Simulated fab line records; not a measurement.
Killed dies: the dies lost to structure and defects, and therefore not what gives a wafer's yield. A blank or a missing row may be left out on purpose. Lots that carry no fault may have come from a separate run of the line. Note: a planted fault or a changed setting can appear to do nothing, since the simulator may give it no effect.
fab line records || flow sky130 || part 2 of 2: steps 24 to 37 of 37
record: {"lots": 5, "wafers": 15, "last-day": 50}
route steps=708 shown FIELD_ISO@8 NWELL@32 DNWELL@35
lots that met no fault: from a run of the same line without faults
start-h: start of the lot's first displayed wafer, in hours after the record's first day || wait-h: hours elapsed since this lot's preceding step || " repeats the value in the row above || L1.1+2: one row covering several wafers at once || - value missing, or start not given || * or withheld: withheld || < > ~ a bound
route shown NAME@n: NAME is a module with steps in the file, n the number in the route of the first one || usual: average and standard deviation across the fault-free wafers || same: alike in all rows || chamber/n: place in a boat || sites: readings site by site || _std_site: how widely they spread, as a standard deviation || _edge_site: mean of outer sites minus mean of inner sites || radius-mm: for every site, how far away it sits from the centre of the wafer || mask NAME#n: copy n || behind: the most recent tool/chamber to have shaped the wafer || hold: why the lot went on hold/how many hours it stayed there/how the hold came to an end || device: transistor that didn't switch, given as n, p or np || end of line: tests run on the same wafers once the route is complete || step lacking rows: just its recipe || killed: count of dies lost to structure and defects at first sort (not the wafer's yield) || map: a wafer's dies, marking killed ones x, the rest . and places with no die _
set.NAME: setting as actually run; set.NAME@STEP: the setting as run at that earlier step || model.NAME: the simulator's own value behind a step, which no gauge read
lots at some steps of the route; a table a step, a row a wafer
services: a tool's chamber out of use, with start hour (start-h, from the record's first day; less than 0 if before it), hours out, and reason
== steps ==
step: SKY_FIELD_ISO_WET_ETCH_30
recipe: {"chemistry": "dHF", "target-depth-nm": 25, "target": "SiO2", "dilution": "10:1", "temp-c": 25, "time-s": 50}
usual: {"bath-heat-duty-pct": "6.5/0.66"}
{"lot.wafer": "L082.2", "tool": "wet-bench-03", "chamber": 2, "start-h": 76.77, "wait-h": 0.0, "bath-heat-duty-pct": 7.5}
{"lot.wafer": "L082.5", "tool": "wet-bench-03", "chamber": 2, "start-h": 76.77, "wait-h": 0.0, "bath-heat-duty-pct": 6.2}
{"lot.wafer": "L082.6", "tool": "wet-bench-03", "chamber": 2, "start-h": 76.77, "wait-h": 0.0, "bath-heat-duty-pct": 6.7}
{"lot.wafer": "L087.1", "tool": "wet-bench-02", "chamber": 3, "start-h": 100.80, "wait-h": 0.0, "bath-heat-duty-pct": 6.4}
{"lot.wafer": "L087.2", "tool": "wet-bench-02", "chamber": 3, "start-h": 100.80, "wait-h": 0.0, "bath-heat-duty-pct": 6.8}
{"lot.wafer": "L087.4", "tool": "wet-bench-02", "chamber": 3, "start-h": 100.80, "wait-h": 0.0, "bath-heat-duty-pct": 7.7}
{"lot.wafer": "L088.1", "tool": "wet-bench-02", "chamber": 3, "start-h": 106.45, "wait-h": 0.0, "bath-heat-duty-pct": 6.6}
{"lot.wafer": "L088.4", "tool": "wet-bench-02", "chamber": 3, "start-h": 106.45, "wait-h": 0.0, "bath-heat-duty-pct": 6.9}
{"lot.wafer": "L088.5", "tool": "wet-bench-02", "chamber": 3, "start-h": 106.45, "wait-h": 0.0, "bath-heat-duty-pct": 6.5}
{"lot.wafer": "L090.2", "tool": "wet-bench-03", "chamber": 1, "start-h": 117.95, "wait-h": 0.0, "bath-heat-duty-pct": 6.1}
{"lot.wafer": "L090.4", "tool": "wet-bench-03", "chamber": 1, "start-h": 117.95, "wait-h": 0.0, "bath-heat-duty-pct": 6.6}
{"lot.wafer": "L090.5", "tool": "wet-bench-03", "chamber": 1, "start-h": 117.95, "wait-h": 0.0, "bath-heat-duty-pct": 6.9}
{"lot.wafer": "L097.2", "tool": "wet-bench-02", "chamber": 2, "start-h": 153.98, "wait-h": 0.0, "bath-heat-duty-pct": 4.9}
{"lot.wafer": "L097.3", "tool": "wet-bench-02", "chamber": 2, "start-h": 153.98, "wait-h": 0.0, "bath-heat-duty-pct": 5.3}
{"lot.wafer": "L097.5", "tool": "wet-bench-02", "chamber": 2, "start-h": 153.98, "wait-h": 0.0, "bath-heat-duty-pct": 5.8}
step: SKY_NWELL_CLEAN_00
recipe: {"chemistry": "SC1/SC2", "mix": "1:4:20", "temp-c": 70, "time-s": 150, "dry": "n2-spin"}
usual: {"bath-heat-duty-pct": "12.7/1.3"}
{"lot.wafer": "L082.2", "tool": "wet-bench-04", "chamber": 0, "start-h": 76.83, "wait-h": 0.0, "bath-heat-duty-pct": 10.7}
{"lot.wafer": "L082.5", "tool": "wet-bench-04", "chamber": 0, "start-h": 76.83, "wait-h": 0.0, "bath-heat-duty-pct": 13.0}
{"lot.wafer": "L082.6", "tool": "wet-bench-04", "chamber": 0, "start-h": 76.83, "wait-h": 0.0, "bath-heat-duty-pct": 10.6}
{"lot.wafer": "L087.1", "tool": "wet-bench-04", "chamber": 0, "start-h": 100.82, "wait-h": 0.0, "bath-heat-duty-pct": 11.2}
{"lot.wafer": "L087.2", "tool": "wet-bench-04", "chamber": 0, "start-h": 100.82, "wait-h": 0.0, "bath-heat-duty-pct": 12.1}
{"lot.wafer": "L087.4", "tool": "wet-bench-04", "chamber": 0, "start-h": 100.82, "wait-h": 0.0, "bath-heat-duty-pct": 11.1}
{"lot.wafer": "L088.1", "tool": "wet-bench-03", "chamber": 0, "start-h": 106.47, "wait-h": 0.0, "bath-heat-duty-pct": 13.5}
{"lot.wafer": "L088.4", "tool": "wet-bench-03", "chamber": 0, "start-h": 106.47, "wait-h": 0.0, "bath-heat-duty-pct": 11.9}
{"lot.wafer": "L088.5", "tool": "wet-bench-03", "chamber": 0, "start-h": 106.47, "wait-h": 0.0, "bath-heat-duty-pct": 13.3}
{"lot.wafer": "L090.2", "tool": "wet-bench-02", "chamber": 3, "start-h": 117.97, "wait-h": 0.0, "bath-heat-duty-pct": 14.3}
{"lot.wafer": "L090.4", "tool": "wet-bench-02", "chamber": 3, "start-h": 117.97, "wait-h": 0.0, "bath-heat-duty-pct": 14.8}
{"lot.wafer": "L090.5", "tool": "wet-bench-02", "chamber": 3, "start-h": 117.97, "wait-h": 0.0, "bath-heat-duty-pct": 14.6}
{"lot.wafer": "L097.2", "tool": "wet-bench-02", "chamber": 0, "start-h": 154.03, "wait-h": 0.0, "bath-heat-duty-pct": 12.7}
{"lot.wafer": "L097.3", "tool": "wet-bench-02", "chamber": 0, "start-h": 154.03, "wait-h": 0.0, "bath-heat-duty-pct": 12.2}
{"lot.wafer": "L097.5", "tool": "wet-bench-02", "chamber": 0, "start-h": 154.03, "wait-h": 0.0, "bath-heat-duty-pct": 13.0}
step: SKY_NWELL_OXIDATION_01
recipe: {"temp-c": 900, "ambient": "O2", "stabilise-s": 600, "purge-s": 300, "target-thk-a": 100, "ox-time-s": 1418}
usual: {"zone-power-centre-pct": "18.8/1.6"}
{"lot.wafer": "L082.2", "tool": "furnace-01", "chamber": 0, "start-h": 78.24, "wait-h": 1.3, "zone-power-centre-pct": 17.3}
{"lot.wafer": "L082.5", "tool": "furnace-01", "chamber": 0, "start-h": 78.24, "wait-h": 1.3, "zone-power-centre-pct": 17.2}
{"lot.wafer": "L082.6", "tool": "furnace-01", "chamber": 0, "start-h": 78.24, "wait-h": 1.3, "zone-power-centre-pct": 17.1}
{"lot.wafer": "L087.1", "tool": "furnace-01", "chamber": 0, "start-h": 100.87, "wait-h": 0.0, "zone-power-centre-pct": 17.2}
{"lot.wafer": "L087.2", "tool": "furnace-01", "chamber": 0, "start-h": 100.87, "wait-h": 0.0, "zone-power-centre-pct": 17.0}
{"lot.wafer": "L087.4", "tool": "furnace-01", "chamber": 0, "start-h": 100.87, "wait-h": 0.0, "zone-power-centre-pct": 16.9}
{"lot.wafer": "L088.1", "tool": "furnace-02", "chamber": 0, "start-h": 107.13, "wait-h": 0.6, "zone-power-centre-pct": 20.3}
{"lot.wafer": "L088.4", "tool": "furnace-02", "chamber": 0, "start-h": 107.13, "wait-h": 0.6, "zone-power-centre-pct": 20.2}
{"lot.wafer": "L088.5", "tool": "furnace-02", "chamber": 0, "start-h": 107.13, "wait-h": 0.6, "zone-power-centre-pct": 20.6}
{"lot.wafer": "L090.2", "tool": "furnace-02", "chamber": 0, "start-h": 118.51, "wait-h": 0.5, "zone-power-centre-pct": 20.4}
{"lot.wafer": "L090.4", "tool": "furnace-02", "chamber": 0, "start-h": 118.51, "wait-h": 0.5, "zone-power-centre-pct": 20.2}
{"lot.wafer": "L090.5", "tool": "furnace-02", "chamber": 0, "start-h": 118.51, "wait-h": 0.5, "zone-power-centre-pct": 20.3}
{"lot.wafer": "L097.2", "tool": "furnace-01", "chamber": 0, "start-h": 154.13, "wait-h": 0.0, "zone-power-centre-pct": 17.2}
{"lot.wafer": "L097.3", "tool": "furnace-01", "chamber": 0, "start-h": 154.13, "wait-h": 0.0, "zone-power-centre-pct": 17.0}
{"lot.wafer": "L097.5", "tool": "furnace-01", "chamber": 0, "start-h": 154.13, "wait-h": 0.0, "zone-power-centre-pct": 17.1}
step: SKY_NWELL_THK_MEAS_02
recipe: {"reads": "SiO2_of_NWELL_OXIDATION_01"}
usual: {"NWELL_OXIDATION_THK": "10.00/0.2"}
{"lot.wafer": "L082.2", "tool": "film-metro-04", "chamber": "-", "start-h": 79.64, "wait-h": 0.0, "NWELL_OXIDATION_THK[nm]": 10.21}
{"lot.wafer": "L082.5", "tool": "film-metro-04", "chamber": "-", "start-h": 79.64, "wait-h": 0.0, "NWELL_OXIDATION_THK[nm]": 10.12}
{"lot.wafer": "L082.6", "tool": "film-metro-04", "chamber": "-", "start-h": 79.64, "wait-h": 0.0, "NWELL_OXIDATION_THK[nm]": 10.22}
{"lot.wafer": "L087.1", "tool": "film-metro-04", "chamber": "-", "start-h": 102.26, "wait-h": 0.0, "NWELL_OXIDATION_THK[nm]": 9.69}
{"lot.wafer": "L087.2", "tool": "film-metro-04", "chamber": "-", "start-h": 102.26, "wait-h": 0.0, "NWELL_OXIDATION_THK[nm]": 9.94}
{"lot.wafer": "L087.4", "tool": "film-metro-04", "chamber": "-", "start-h": 102.26, "wait-h": 0.0, "NWELL_OXIDATION_THK[nm]": 9.88}
{"lot.wafer": "L088.1", "tool": "film-metro-02", "chamber": "-", "start-h": 108.52, "wait-h": 0.0, "NWELL_OXIDATION_THK[nm]": 10.22}
{"lot.wafer": "L088.4", "tool": "film-metro-02", "chamber": "-", "start-h": 108.52, "wait-h": 0.0, "NWELL_OXIDATION_THK[nm]": 10.33}
{"lot.wafer": "L088.5", "tool": "film-metro-02", "chamber": "-", "start-h": 108.52, "wait-h": 0.0, "NWELL_OXIDATION_THK[nm]": 10.26}
{"lot.wafer": "L090.2", "tool": "film-metro-02", "chamber": "-", "start-h": 119.91, "wait-h": 0.0, "NWELL_OXIDATION_THK[nm]": 10.08}
{"lot.wafer": "L090.4", "tool": "film-metro-02", "chamber": "-", "start-h": 119.91, "wait-h": 0.0, "NWELL_OXIDATION_THK[nm]": 10.23}
{"lot.wafer": "L090.5", "tool": "film-metro-02", "chamber": "-", "start-h": 119.91, "wait-h": 0.0, "NWELL_OXIDATION_THK[nm]": 10.23}
{"lot.wafer": "L097.2", "tool": "film-metro-03", "chamber": "-", "start-h": 155.53, "wait-h": 0.0, "NWELL_OXIDATION_THK[nm]": 10.05}
{"lot.wafer": "L097.3", "tool": "film-metro-03", "chamber": "-", "start-h": 155.53, "wait-h": 0.0, "NWELL_OXIDATION_THK[nm]": 9.90}
{"lot.wafer": "L097.5", "tool": "film-metro-03", "chamber": "-", "start-h": 155.53, "wait-h": 0.0, "NWELL_OXIDATION_THK[nm]": 9.77}
step: SKY_DNWELL_DEHYDRATE_00
recipe: {"temp-c": 200, "time-s": 60}
{"lot.wafer": "L082.2+5+6", "tool": "litho-track-02", "chamber": 0, "start-h": 87.59, "wait-h": 7.9}
{"lot.wafer": "L087.1+2+4", "tool": "litho-track-02", "chamber": 0, "start-h": 110.42, "wait-h": 8.1}
{"lot.wafer": "L088.1+4+5", "tool": "litho-track-04", "chamber": 0, "start-h": 117.08, "wait-h": 8.6}
{"lot.wafer": "L090.2+4+5", "tool": "litho-track-03", "chamber": 0, "start-h": 128.81, "wait-h": 8.9}
{"lot.wafer": "L097.2+3+5", "tool": "litho-track-02", "chamber": 0, "start-h": 166.19, "wait-h": 10.7}
step: SKY_DNWELL_HMDS_01
recipe: {"prime-time-s": 60, "prime-temp-c": 120}
same: {"prime-time-s": 60}
{"lot.wafer": "L082.2+5+6", "tool": "litho-track-02", "chamber": 0, "start-h": 87.74, "wait-h": 0.1}
{"lot.wafer": "L087.1+2+4", "tool": "litho-track-02", "chamber": 0, "start-h": 110.57, "wait-h": 0.1}
{"lot.wafer": "L088.1+4+5", "tool": "litho-track-04", "chamber": 0, "start-h": 117.23, "wait-h": 0.1}
{"lot.wafer": "L090.2+4+5", "tool": "litho-track-03", "chamber": 0, "start-h": 128.96, "wait-h": 0.1}
{"lot.wafer": "L097.2+3+5", "tool": "litho-track-02", "chamber": 0, "start-h": 166.34, "wait-h": 0.1}
step: SKY_DNWELL_COAT_02
recipe: {"spin-rpm": 2000, "resist-thk-nm": 3000}
usual: {"dispense-pressure-kPa": "53.8/1.5"}
{"lot.wafer": "L082.2", "tool": "litho-track-02", "chamber": 0, "start-h": 87.89, "wait-h": 0.1, "dispense-pressure-kPa": 55.6}
{"lot.wafer": "L082.5", "tool": "litho-track-02", "chamber": 0, "start-h": 87.89, "wait-h": 0.1, "dispense-pressure-kPa": 55.6}
{"lot.wafer": "L082.6", "tool": "litho-track-02", "chamber": 0, "start-h": 87.89, "wait-h": 0.1, "dispense-pressure-kPa": 55.6}
{"lot.wafer": "L087.1", "tool": "litho-track-02", "chamber": 0, "start-h": 110.72, "wait-h": 0.1, "dispense-pressure-kPa": 55.6}
{"lot.wafer": "L087.2", "tool": "litho-track-02", "chamber": 0, "start-h": 110.72, "wait-h": 0.1, "dispense-pressure-kPa": 55.6}
{"lot.wafer": "L087.4", "tool": "litho-track-02", "chamber": 0, "start-h": 110.72, "wait-h": 0.1, "dispense-pressure-kPa": 55.6}
{"lot.wafer": "L088.1", "tool": "litho-track-04", "chamber": 0, "start-h": 117.38, "wait-h": 0.1, "dispense-pressure-kPa": 52.4}
{"lot.wafer": "L088.4", "tool": "litho-track-04", "chamber": 0, "start-h": 117.38, "wait-h": 0.1, "dispense-pressure-kPa": 52.5}
{"lot.wafer": "L088.5", "tool": "litho-track-04", "chamber": 0, "start-h": 117.38, "wait-h": 0.1, "dispense-pressure-kPa": 52.5}
{"lot.wafer": "L090.2", "tool": "litho-track-03", "chamber": 0, "start-h": 129.11, "wait-h": 0.1, "dispense-pressure-kPa": 52.7}
{"lot.wafer": "L090.4", "tool": "litho-track-03", "chamber": 0, "start-h": 129.11, "wait-h": 0.1, "dispense-pressure-kPa": 52.7}
{"lot.wafer": "L090.5", "tool": "litho-track-03", "chamber": 0, "start-h": 129.11, "wait-h": 0.1, "dispense-pressure-kPa": 52.7}
{"lot.wafer": "L097.2", "tool": "litho-track-02", "chamber": 0, "start-h": 166.49, "wait-h": 0.1, "dispense-pressure-kPa": 55.5}
{"lot.wafer": "L097.3", "tool": "litho-track-02", "chamber": 0, "start-h": 166.49, "wait-h": 0.1, "dispense-pressure-kPa": 55.6}
{"lot.wafer": "L097.5", "tool": "litho-track-02", "chamber": 0, "start-h": 166.49, "wait-h": 0.1, "dispense-pressure-kPa": 55.6}
step: SKY_DNWELL_SOFTBAKE_03
recipe: {"temp-c": 110, "time-s": "withheld"}
{"lot.wafer": "L082.2+5+6", "tool": "litho-track-02", "chamber": 0, "start-h": 88.05, "wait-h": 0.1}
{"lot.wafer": "L087.1+2+4", "tool": "litho-track-02", "chamber": 0, "start-h": 110.87, "wait-h": 0.1}
{"lot.wafer": "L088.1+4+5", "tool": "litho-track-04", "chamber": 0, "start-h": 117.53, "wait-h": 0.1}
{"lot.wafer": "L090.2+4+5", "tool": "litho-track-03", "chamber": 0, "start-h": 129.26, "wait-h": 0.1}
{"lot.wafer": "L097.2+3+5", "tool": "litho-track-02", "chamber": 0, "start-h": 166.65, "wait-h": 0.1}
step: SKY_DNWELL_EXPOSE_04
recipe: {"mask-id": "DNM", "na": 0.57, "target-cd-nm": 3000, "dose-mj": 222}
{"lot.wafer": "L082.2+5+6", "tool": "iline-stepper-02", "chamber": 0, "start-h": "-", "wait-h": "-", "mask": "DNM#0"}
{"lot.wafer": "L087.1+2+4", "tool": "iline-stepper-02", "chamber": 0, "start-h": "-", "wait-h": "-", "mask": "DNM#0"}
{"lot.wafer": "L088.1+4+5", "tool": "iline-stepper-02", "chamber": 0, "start-h": "-", "wait-h": "-", "mask": "DNM#0"}
{"lot.wafer": "L090.2+4+5", "tool": "iline-stepper-01", "chamber": 0, "start-h": "-", "wait-h": "-", "mask": "DNM#0"}
{"lot.wafer": "L097.2+3+5", "tool": "iline-stepper-01", "chamber": 0, "start-h": "-", "wait-h": "-", "mask": "DNM#0"}
step: SKY_DNWELL_PEB_05
recipe: {"temp-c": 115, "time-s": "withheld"}
{"lot.wafer": "L082.2+5+6", "tool": "litho-track-02", "chamber": 0, "start-h": "-", "wait-h": "-"}
{"lot.wafer": "L087.1+2+4", "tool": "litho-track-03", "chamber": 0, "start-h": "-", "wait-h": "-"}
{"lot.wafer": "L088.1+4+5", "tool": "litho-track-02", "chamber": 0, "start-h": "-", "wait-h": "-"}
{"lot.wafer": "L090.2+4+5", "tool": "litho-track-04", "chamber": 0, "start-h": "-", "wait-h": "-"}
{"lot.wafer": "L097.2+3+5", "tool": "litho-track-02", "chamber": 0, "start-h": "-", "wait-h": "-"}
step: SKY_DNWELL_DEVELOP_06
recipe: {"wall-angle-deg": 90, "developer": "TMAH", "develop-time-s": 60, "dev-temp-c": 23}
{"lot.wafer": "L082.2+5+6", "tool": "litho-track-02", "chamber": 0, "start-h": "-", "wait-h": "-"}
{"lot.wafer": "L087.1+2+4", "tool": "litho-track-03", "chamber": 0, "start-h": "-", "wait-h": "-"}
{"lot.wafer": "L088.1+4+5", "tool": "litho-track-02", "chamber": 0, "start-h": "-", "wait-h": "-"}
{"lot.wafer": "L090.2+4+5", "tool": "litho-track-04", "chamber": 0, "start-h": "-", "wait-h": "-"}
{"lot.wafer": "L097.2+3+5", "tool": "litho-track-02", "chamber": 0, "start-h": "-", "wait-h": "-"}
step: SKY_DNWELL_IMPLANT_07
recipe: {"species": "P", "energy-kev": "withheld", "dose-cm2": "withheld", "tilt-deg": "withheld"}
{"lot.wafer": "L082.2+5+6", "tool": "implanter-02", "chamber": 0, "start-h": 95.99, "wait-h": "-"}
{"lot.wafer": "L087.1+2+4", "tool": "implanter-02", "chamber": 0, "start-h": 120.48, "wait-h": "-"}
{"lot.wafer": "L088.1+4+5", "tool": "implanter-02", "chamber": 0, "start-h": 126.72, "wait-h": "-"}
{"lot.wafer": "L090.2+4+5", "tool": "implanter-02", "chamber": 0, "start-h": 139.41, "wait-h": "-"}
{"lot.wafer": "L097.2+3+5", "tool": "implanter-02", "chamber": 0, "start-h": 176.84, "wait-h": "-"}
step: SKY_DNWELL_STRIP_08
recipe: {"chemistry": "O2/N2", "power-w": 1400, "pressure-mtorr": 1500, "platen-temp-c": "withheld", "o2-flow-sccm": 3000, "n2-flow-sccm": 300, "overash-fraction": 0.5}
usual: {"drypump-motor-current-A": "5.7/0.56", "n2-flow-sccm": "300.1/0.77", "oes-product-au": "0.723/0.0043", "strip-time-to-endpoint-s": "36.92/0.13"}
{"lot.wafer": "L082.2", "tool": "plasma-asher-03", "chamber": 0, "start-h": 96.12, "wait-h": 0.1, "drypump-motor-current-A": 5.9, "n2-flow-sccm": 299.7, "oes-product-au": 0.725, "rf-hours-counter-h": 43, "strip-time-to-endpoint-s": 36.71}
{"lot.wafer": "L082.5", "tool": "plasma-asher-03", "chamber": 0, "start-h": 96.12, "wait-h": 0.1, "drypump-motor-current-A": 5.8, "n2-flow-sccm": 299.2, "oes-product-au": 0.721, "rf-hours-counter-h": "-", "strip-time-to-endpoint-s": 36.70}
{"lot.wafer": "L082.6", "tool": "plasma-asher-03", "chamber": 1, "start-h": 96.12, "wait-h": 0.1, "drypump-motor-current-A": 6.7, "n2-flow-sccm": 300.1, "oes-product-au": 0.716, "rf-hours-counter-h": "-", "strip-time-to-endpoint-s": 36.78}
{"lot.wafer": "L087.1", "tool": "plasma-asher-03", "chamber": 1, "start-h": 120.63, "wait-h": 0.1, "drypump-motor-current-A": 6.8, "n2-flow-sccm": 300.4, "oes-product-au": 0.721, "rf-hours-counter-h": 0, "strip-time-to-endpoint-s": 36.89}
{"lot.wafer": "L087.2", "tool": "plasma-asher-03", "chamber": 0, "start-h": 120.63, "wait-h": 0.1, "drypump-motor-current-A": 5.9, "n2-flow-sccm": 300.7, "oes-product-au": 0.722, "rf-hours-counter-h": 0, "strip-time-to-endpoint-s": 36.87}
{"lot.wafer": "L087.4", "tool": "plasma-asher-03", "chamber": 1, "start-h": 120.63, "wait-h": 0.1, "drypump-motor-current-A": 6.7, "n2-flow-sccm": 300.5, "oes-product-au": 0.731, "rf-hours-counter-h": "-", "strip-time-to-endpoint-s": 36.83}
{"lot.wafer": "L088.1", "tool": "plasma-asher-03", "chamber": 0, "start-h": 126.87, "wait-h": 0.1, "drypump-motor-current-A": 5.8, "n2-flow-sccm": 300.5, "oes-product-au": 0.721, "rf-hours-counter-h": 1, "strip-time-to-endpoint-s": 36.99}
{"lot.wafer": "L088.4", "tool": "plasma-asher-03", "chamber": 1, "start-h": 126.87, "wait-h": 0.1, "drypump-motor-current-A": 6.7, "n2-flow-sccm": 299.8, "oes-product-au": 0.719, "rf-hours-counter-h": "-", "strip-time-to-endpoint-s": 36.96}
{"lot.wafer": "L088.5", "tool": "plasma-asher-03", "chamber": 0, "start-h": 126.87, "wait-h": 0.1, "drypump-motor-current-A": 5.9, "n2-flow-sccm": 300.3, "oes-product-au": 0.724, "rf-hours-counter-h": "-", "strip-time-to-endpoint-s": 37.10}
{"lot.wafer": "L090.2", "tool": "plasma-asher-04", "chamber": 0, "start-h": 139.53, "wait-h": 0.1, "drypump-motor-current-A": 5.2, "n2-flow-sccm": 300.5, "oes-product-au": 0.727, "rf-hours-counter-h": 33, "strip-time-to-endpoint-s": 36.95}
{"lot.wafer": "L090.4", "tool": "plasma-asher-04", "chamber": 0, "start-h": 139.53, "wait-h": 0.1, "drypump-motor-current-A": 5.2, "n2-flow-sccm": 300.4, "oes-product-au": 0.727, "rf-hours-counter-h": "-", "strip-time-to-endpoint-s": 37.07}
{"lot.wafer": "L090.5", "tool": "plasma-asher-04", "chamber": 1, "start-h": 139.53, "wait-h": 0.1, "drypump-motor-current-A": 5.2, "n2-flow-sccm": 300.0, "oes-product-au": 0.720, "rf-hours-counter-h": "-", "strip-time-to-endpoint-s": 36.99}
{"lot.wafer": "L097.2", "tool": "plasma-asher-03", "chamber": 0, "start-h": 176.97, "wait-h": 0.1, "drypump-motor-current-A": 5.9, "n2-flow-sccm": 300.1, "oes-product-au": 0.726, "rf-hours-counter-h": 6, "strip-time-to-endpoint-s": 36.81}
{"lot.wafer": "L097.3", "tool": "plasma-asher-03", "chamber": 0, "start-h": 176.97, "wait-h": 0.1, "drypump-motor-current-A": 5.9, "n2-flow-sccm": 302.2, "oes-product-au": 0.723, "rf-hours-counter-h": "-", "strip-time-to-endpoint-s": 36.89}
{"lot.wafer": "L097.5", "tool": "plasma-asher-03", "chamber": 0, "start-h": 176.97, "wait-h": 0.1, "drypump-motor-current-A": 5.9, "n2-flow-sccm": 299.9, "oes-product-au": 0.724, "rf-hours-counter-h": "-", "strip-time-to-endpoint-s": 36.94}
step: SKY_DNWELL_TW_MEAS_09
usual: {"DNWELL_TW": "1117/9.9"}
{"lot.wafer": "L082.2", "tool": "film-metro-03", "chamber": "-", "start-h": 96.23, "wait-h": 0.1, "DNWELL_TW": 1120}
{"lot.wafer": "L082.5", "tool": "film-metro-03", "chamber": "-", "start-h": 96.23, "wait-h": 0.1, "DNWELL_TW": 1122}
{"lot.wafer": "L082.6", "tool": "film-metro-03", "chamber": "-", "start-h": 96.23, "wait-h": 0.1, "DNWELL_TW": 1127}
{"lot.wafer": "L087.1", "tool": "film-metro-03", "chamber": "-", "start-h": 120.73, "wait-h": 0.1, "DNWELL_TW": 1125}
{"lot.wafer": "L087.2", "tool": "film-metro-03", "chamber": "-", "start-h": 120.73, "wait-h": 0.1, "DNWELL_TW": 1119}
{"lot.wafer": "L087.4", "tool": "film-metro-03", "chamber": "-", "start-h": 120.73, "wait-h": 0.1, "DNWELL_TW": 1120}
{"lot.wafer": "L088.1", "tool": "film-metro-03", "chamber": "-", "start-h": 126.97, "wait-h": 0.1, "DNWELL_TW": 1122}
{"lot.wafer": "L088.4", "tool": "film-metro-03", "chamber": "-", "start-h": 126.97, "wait-h": 0.1, "DNWELL_TW": 1118}
{"lot.wafer": "L088.5", "tool": "film-metro-03", "chamber": "-", "start-h": 126.97, "wait-h": 0.1, "DNWELL_TW": 1116}
{"lot.wafer": "L090.2", "tool": "film-metro-04", "chamber": "-", "start-h": 139.64, "wait-h": 0.1, "DNWELL_TW": 1122}
{"lot.wafer": "L090.4", "tool": "film-metro-04", "chamber": "-", "start-h": 139.64, "wait-h": 0.1, "DNWELL_TW": 1128}
{"lot.wafer": "L090.5", "tool": "film-metro-04", "chamber": "-", "start-h": 139.64, "wait-h": 0.1, "DNWELL_TW": 1129}
{"lot.wafer": "L097.2", "tool": "film-metro-02", "chamber": "-", "start-h": 177.08, "wait-h": 0.1, "DNWELL_TW": 1094}
{"lot.wafer": "L097.3", "tool": "film-metro-02", "chamber": "-", "start-h": 177.08, "wait-h": 0.1, "DNWELL_TW": 1098}
{"lot.wafer": "L097.5", "tool": "film-metro-02", "chamber": "-", "start-h": 177.08, "wait-h": 0.1, "DNWELL_TW": 1093}
== services ==
{"tool": "cmp-01", "chamber": "-", "start-h": 43.88, "hours": 2.4, "kind": "repair"}
{"tool": "furnace-01", "chamber": "-", "start-h": 44.85, "hours": 3.9, "kind": "pm"}
{"tool": "cmp-01", "chamber": "-", "start-h": 45.13, "hours": 1.7, "kind": "repair"}
{"tool": "rie-si-01", "chamber": 1, "start-h": 45.14, "hours": 3.0, "kind": "repair"}
{"tool": "plasma-asher-01", "chamber": "-", "start-h": 53.81, "hours": 2.8, "kind": "pm"}
{"tool": "rie-si-01", "chamber": "-", "start-h": 62.11, "hours": 1.7, "kind": "repair"}
{"tool": "rie-si-02", "chamber": 0, "start-h": 63.56, "hours": 5.2, "kind": "repair"}
{"tool": "cmp-01", "chamber": "-", "start-h": 64.21, "hours": 4.0, "kind": "pm"}
{"tool": "krf-scanner-02", "chamber": "-", "start-h": 71.52, "hours": 3.6, "kind": "pm"}
{"tool": "rie-diel-01", "chamber": 0, "start-h": 75.38, "hours": 2.4, "kind": "repair"}
{"tool": "implanter-02", "chamber": "-", "start-h": 80.85, "hours": 2.5, "kind": "pm"}
{"tool": "implanter-02", "chamber": "-", "start-h": 84.39, "hours": 5.1, "kind": "repair"}
{"tool": "rie-si-02", "chamber": 2, "start-h": 88.49, "hours": 5.3, "kind": "repair"}
{"tool": "cmp-01", "chamber": "-", "start-h": 94.16, "hours": 1.3, "kind": "repair"}
{"tool": "krf-scanner-02", "chamber": "-", "start-h": 105.28, "hours": 0.8, "kind": "pm"}
{"tool": "plasma-asher-03", "chamber": "-", "start-h": 108.75, "hours": 9.0, "kind": "pm"}
{"tool": "iline-stepper-02", "chamber": "-", "start-h": 113.22, "hours": 1.7, "kind": "pm"}
{"tool": "krf-scanner-02", "chamber": "-", "start-h": 118.77, "hours": 1.0, "kind": "pm"}
{"tool": "rie-diel-01", "chamber": "-", "start-h": 137.49, "hours": 1.0, "kind": "repair"}
{"tool": "krf-scanner-02", "chamber": "-", "start-h": 153.36, "hours": 1.3, "kind": "repair"}
{"tool": "krf-scanner-02", "chamber": "-", "start-h": 154.79, "hours": 1.3, "kind": "pm"}
{"tool": "rie-diel-01", "chamber": 3, "start-h": 166.87, "hours": 5.1, "kind": "repair"}
{"tool": "furnace-01", "chamber": "-", "start-h": 167.56, "hours": 23.7, "kind": "repair"}
{"tool": "iline-stepper-02", "chamber": "-", "start-h": 172.77, "hours": 0.8, "kind": "repair"}
